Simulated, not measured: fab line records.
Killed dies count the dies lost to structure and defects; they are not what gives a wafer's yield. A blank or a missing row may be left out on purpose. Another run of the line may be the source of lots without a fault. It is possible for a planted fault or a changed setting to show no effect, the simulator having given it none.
A lot that was struck, set against a sound lot    flow gf180mcu    15 steps out of a route of 602
Sound: these wafers, L574.4, L574.5, L574.6. The struck wafers were L578.2, L578.5, L578.6. Last of all comes the cause.
For every step that has rows: the tool of each side, followed by ch and its chambers, followed by its first start. Under that, the readings that differ: sound wafers    struck wafers    difference of the means    sigmas: that difference in standard deviations of wafers without a fault.
alike: a reading whose means differ by less than 2 such deviations, as well as words and numbers matching on both sides. not compared: withheld readings; readings where some wafer has no value; bounds like >300 that might hide an equal value; numbers whose values overlap and for which the record gives no deviation.
A row with sigmas, a row that says differs or no value, or rows on one side alone: a step with any of these is where the two part. Numbers that have no deviation but don't overlap get no sigmas and don't part them. A reading that every wafer of one side lacks parts them only if that side has two wafers or more.

first, 1 step without rows for these wafers: GF_STI_CVD_23 (deposits SiO2, target thk 650 nm, time 108.3 s).
GF_STI_THK_MEAS_24:
  struck on film_metro-04, day 3 05:17; sound on film_metro-01, day 2 09:17
  alike: STI_CVD_23_THK
GF_STI_CMP_25: polishes, stops on Si3N4, t overpolish 33 s, target thk 524.6 nm.
  sound on cmp-01 ch 1,2, day 2 09:22; struck on cmp-02 ch 0,1,2, day 3 05:26
  alike: motor_current_A, overpolish_run_s, time_to_endpoint_s
then, 4 steps without rows for these wafers: GF_STI_WET_ETCH_26 (etches SiO2 in dHF, target depth 94 nm, time 188 s); GF_STI_WET_ETCH_27 (etches Si3N4 in H3PO4, target depth 160 nm, time 1825 s); GF_STI_WET_ETCH_28 (etches SiO2 in dHF, target depth 20 nm, time 40 s); GF_STI_OXIDATION_29 (stabilise 600 s, purge 300 s, target thk 10 nm).
GF_STI_THK_MEAS_30:
  struck on film_metro-01, day 3 07:38; sound on film_metro-02, day 2 11:38
  alike: STI_OXIDATION_02_THK
then, 4 steps without rows for these wafers: GF_DNWELL_DEHYDRATE_00 (time 60 s); GF_DNWELL_HMDS_01 (prime time 60 s); GF_DNWELL_COAT_02 (resist thk 3000 nm); GF_DNWELL_SOFTBAKE_03.
GF_DNWELL_EXPOSE_04: exposes mask DNWELL, target cd 1700 nm.
  sound on iline_stepper-02 ch 0, day 2 17:38; struck on iline_stepper-02 ch 0, day 3 14:31
reading  sound                       struck                               difference  sigmas
mask     DNWELL#0 DNWELL#0 DNWELL#0  DNWELL_R1#0 DNWELL_R1#0 DNWELL_R1#0  differs     
  alike: reticle_temp_C
following that, these wafers have no rows for 1 step: GF_DNWELL_PEB_05.
-- the record jumps here: 27 days lie between the struck wafers' starts before and after (it left off in module DNWELL and takes up again in module PASSIVATION, whose first step shown is number 602 of the route) --
GF_PASSIVATION_PROBE_99:
  struck on prober-02, day 30 14:59; sound on prober-01, day 29 07:11
reading                           sound              struck             difference  sigmas
model.etest.dnwell.width_nm (nm)  1699 1693 1695     1958 1952 1956     +260        
model.etest.dnwell.line_ohm_um    556.3 544.4 552.6  480.3 480.4 469.4  -74.4       

## WHERE THEY PART
At GF_DNWELL_EXPOSE_04 and nowhere else, as far as this record goes.

WHY: what the simulator had put in
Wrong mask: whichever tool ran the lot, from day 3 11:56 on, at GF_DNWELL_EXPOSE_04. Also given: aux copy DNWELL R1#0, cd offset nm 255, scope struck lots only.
